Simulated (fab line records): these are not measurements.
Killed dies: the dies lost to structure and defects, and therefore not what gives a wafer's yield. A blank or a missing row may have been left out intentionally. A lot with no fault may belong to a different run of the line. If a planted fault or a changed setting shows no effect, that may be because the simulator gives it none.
Which of the tools did it? ; flow sky130 ; 24 lots with 72 wafers sampled at 4 steps, on a route of 708 steps

WHAT THE GAUGES READ, wafer by wafer
SKY_SD_N_TW_MEAS_12.
lot;measured;on;SD_N_TW
L074;day 28 04:56;film metro-01;3985 3953 3976
L075;day 28 14:41;film metro-01;3957 3968 3957
L076;day 28 22:12;film metro-04;3943 3967 3959
L077;day 29 00:20;film metro-01;3951 3943 3963
L078;day 29 09:03;film metro-03;4004 4018 4014
L079;day 29 18:31;film metro-04;3992 3966 3989
L080;day 30 03:01;film metro-04;3972 3942 3956
L081;day 30 15:09;film metro-01;3957 3954 3938
L082;day 30 22:00;film metro-01;3978 3944 3971
L083;day 30 22:53;film metro-01;3942 3971 3931
L084;day 31 10:35;film metro-04;3956 3983 3955
L085;day 31 14:14;film metro-01;3949 3958 3965
L086;day 32 04:01;film metro-04;3943 3940 3962
L087;day 32 04:54;film metro-01;3964 3980 3970
L088;day 32 14:35;film metro-03;4035 4035 4032
L089;day 33 05:28;film metro-04;3965 4009 3983
L090;day 33 10:21;film metro-03;4029 4053 4044
L091;day 33 12:29;film metro-04;3980 3995 3970
L092;day 33 15:44;film metro-04;3967 3998 3984
L093;day 34 09:05;film metro-03;4006 3989 4024
L094;day 34 12:20;film metro-03;4015 4012 4015
L095;day 34 16:29;film metro-01;3934 3934 3963
L096;day 35 01:52;film metro-04;3984 3975 3977
L097;day 35 09:08;film metro-01;3989 3959 3967

SKY_PASSIVATION_THK_MEAS_01.
lot;measured;on;PASSIVATION_CVD_00_THK (nm)
L074;day 44 02:41;film metro-03;87.5 88.9 88.1
L075;day 44 11:50;film metro-04;89.6 90.2 90.0
L076;day 44 14:52;film metro-01;90.8 90.8 90.9
L077;day 44 16:46;film metro-03;88.7 90.3 89.7
L078;day 44 23:21;film metro-03;89.0 89.7 91.5
L079;day 45 06:08;film metro-01;88.7 91.5 90.7
L080;day 45 14:14;film metro-03;89.2 89.8 90.3
L081;day 46 00:37;film metro-04;89.4 90.2 90.8
L082;day 46 04:49;film metro-04;88.5 89.9 88.9
L083;day 46 06:43;film metro-04;89.5 91.3 92.0
L084;day 46 14:13;film metro-03;88.6 89.3 88.4
L085;day 46 16:07;film metro-04;88.4 87.6 89.5
L086;day 47 04:07;film metro-03;88.1 90.0 90.0
L087;day 47 06:03;film metro-03;88.5 90.9 90.5
L088;day 47 09:43;film metro-04;89.2 88.4 88.5
L089;day 47 20:14;film metro-03;91.6 90.2 90.1
L090;day 48 02:14;film metro-01;90.0 91.3 91.1
L091;day 48 04:40;film metro-03;89.3 89.1 87.8
L092;day 48 06:19;film metro-03;90.9 90.4 91.8
L093;day 48 17:47;film metro-01;89.9 88.0 90.5
L094;day 48 22:43;film metro-03;88.6 89.1 90.5
L095;day 49 00:46;film metro-03;89.8 88.1 90.7
L096;day 49 05:44;film metro-03;88.5 90.2 90.5
L097;day 49 08:01;film metro-03;89.1 87.5 90.6

TOOL THAT RAN EACH LOT (tool first, then ch and the chambers of the sampled wafers, then the start)
lot;SKY_RES_XHIGH_STRIP_08;SKY_METAL5_SPUTTER_03
L074;plasma asher-01 ch 0,1, day 26 23:41;pvd sputter-03, day 43 03:13
L075;plasma asher-04 ch 0,1, day 27 09:20;pvd sputter-02, day 43 12:11
L076;plasma asher-04 ch 0,1, day 27 16:49;pvd sputter-01, day 43 15:29
L077;plasma asher-02 ch 0,1, day 27 19:34;pvd sputter-01, day 43 17:31
L078;plasma asher-04 ch 0, day 28 03:52;pvd sputter-02, day 43 23:56
L079;plasma asher-02 ch 0,1, day 28 14:10;pvd sputter-01, day 44 08:13
L080;plasma asher-02 ch 0,1, day 28 22:37;pvd sputter-02, day 44 15:44
L081;plasma asher-02 ch 0,1, day 29 10:47;pvd sputter-01, day 45 02:16
L082;plasma asher-02 ch 0,1, day 29 17:49;pvd sputter-01, day 45 06:25
L083;plasma asher-02 ch 0,1, day 29 19:22;pvd sputter-01, day 45 08:55
L084;plasma asher-01 ch 0,1, day 30 06:29;pvd sputter-02, day 45 16:25
L085;plasma asher-02 ch 0,1, day 30 10:35;pvd sputter-01, day 45 18:04
L086;plasma asher-01 ch 0,1, day 31 00:04;pvd sputter-01, day 46 07:19
L087;plasma asher-02 ch 0,1, day 31 00:56;pvd sputter-03, day 46 08:31
L088;plasma asher-04 ch 0,1, day 31 10:11;pvd sputter-01, day 46 13:04
L089;plasma asher-02 ch 0,1, day 32 03:01;pvd sputter-03, day 46 23:55
L090;plasma asher-02 ch 0,1, day 32 07:07;pvd sputter-02, day 47 05:52
L091;plasma asher-02 ch 0,1, day 32 08:34;pvd sputter-03, day 47 08:31
L092;plasma asher-01 ch 0,1, day 32 12:37;pvd sputter-01, day 47 09:27
L093;plasma asher-02 ch 0,1, day 33 06:35;pvd sputter-01, day 47 21:29
L094;plasma asher-02 ch 0,1, day 33 09:20;pvd sputter-01, day 48 03:28
L095;plasma asher-04 ch 0,1, day 33 13:20;pvd sputter-03, day 48 05:43
L096;plasma asher-04 ch 0,1, day 33 23:46;pvd sputter-01, day 48 11:26
L097;plasma asher-01 ch 0,1, day 34 06:26;pvd sputter-02, day 48 13:46
- SKY_RES_XHIGH_STRIP_08: strips in O2/N2.
- SKY_METAL5_SPUTTER_03: material Ti, target thk 5 nm, time 3.3 s.

AS READ BY THE TOOLS THEMSELVES (means over the sampled wafers that have a number; for cases with no such wafer, the mark the record gives instead)
SKY_RES_XHIGH_STRIP_08.
lot;tool;drypump motor current A (A);oes product au (a.u.);strip time to endpoint s (s)
L074;plasma asher-01;5.63;0.715;14.33
L075;plasma asher-04;5.75;0.711;14.28
L076;plasma asher-04;5.81;0.712;14.32
L077;plasma asher-02;5.48;0.711;14.30
L078;plasma asher-04;5.70;0.709;14.29
L079;plasma asher-02;5.62;0.713;14.22
L080;plasma asher-02;5.47;0.712;14.28
L081;plasma asher-02;5.62;0.714;14.23
L082;plasma asher-02;5.63;0.711;14.26
L083;plasma asher-02;5.49;0.713;14.31
L084;plasma asher-01;5.81;0.712;14.31
L085;plasma asher-02;5.61;0.713;14.29
L086;plasma asher-01;5.61;0.715;14.29
L087;plasma asher-02;5.47;0.708;14.27
L088;plasma asher-04;5.74;0.708;14.28
L089;plasma asher-02;5.48;0.713;14.28
L090;plasma asher-02;5.61;0.713;14.28
L091;plasma asher-02;5.48;0.708;14.24
L092;plasma asher-01;5.82;0.712;14.24
L093;plasma asher-02;5.62;0.715;14.26
L094;plasma asher-02;5.62;0.709;14.28
L095;plasma asher-04;5.80;0.707;14.30
L096;plasma asher-04;5.78;0.710;14.21
L097;plasma asher-01;5.61;0.711;14.27

SKY_METAL5_SPUTTER_03.
lot;tool;throttle valve pct (%)
L074;pvd sputter-03;28.7
L075;pvd sputter-02;30.1
L076;pvd sputter-01;29.7
L077;pvd sputter-01;29.4
L078;pvd sputter-02;30.5
L079;pvd sputter-01;29.6
L080;pvd sputter-02;30.2
L081;pvd sputter-01;29.5
L082;pvd sputter-01;29.7
L083;pvd sputter-01;29.5
L084;pvd sputter-02;30.0
L085;pvd sputter-01;29.3
L086;pvd sputter-01;29.7
L087;pvd sputter-03;29.3
L088;pvd sputter-01;29.5
L089;pvd sputter-03;29.3
L090;pvd sputter-02;29.9
L091;pvd sputter-03;29.7
L092;pvd sputter-01;30.0
L093;pvd sputter-01;29.7
L094;pvd sputter-01;29.4
L095;pvd sputter-03;29.8
L096;pvd sputter-01;29.8
L097;pvd sputter-02;30.3

THE ANSWER, worked out from the rows above alone
Rule: what is usual is taken from the lots themselves. The widest of any qualifying gaps counts: lots, ordered by their means at a reading, are off when they make up no more than a third of the lots, leave a main group of 4 or more, and stand apart from it by 3 or more times the standard deviation of that group's means. The tables above print the reading to a certain number of digits; a main group whose means all agree to those digits is not used. Also off: a lot with no number at a reading for which 4 or more lots have one. Where the step has rows for the other lots, those lots are counted as sound. First the gauges in route order, then the tools' own readings, where a lot's mean is used as printed above. At the first step where some lot is off, the reading lying furthest off is the one used; lots without a number count as furthest.
Nothing can be told from this: no lot is off at any reading shown.

WHAT THE SIMULATOR PUT IN
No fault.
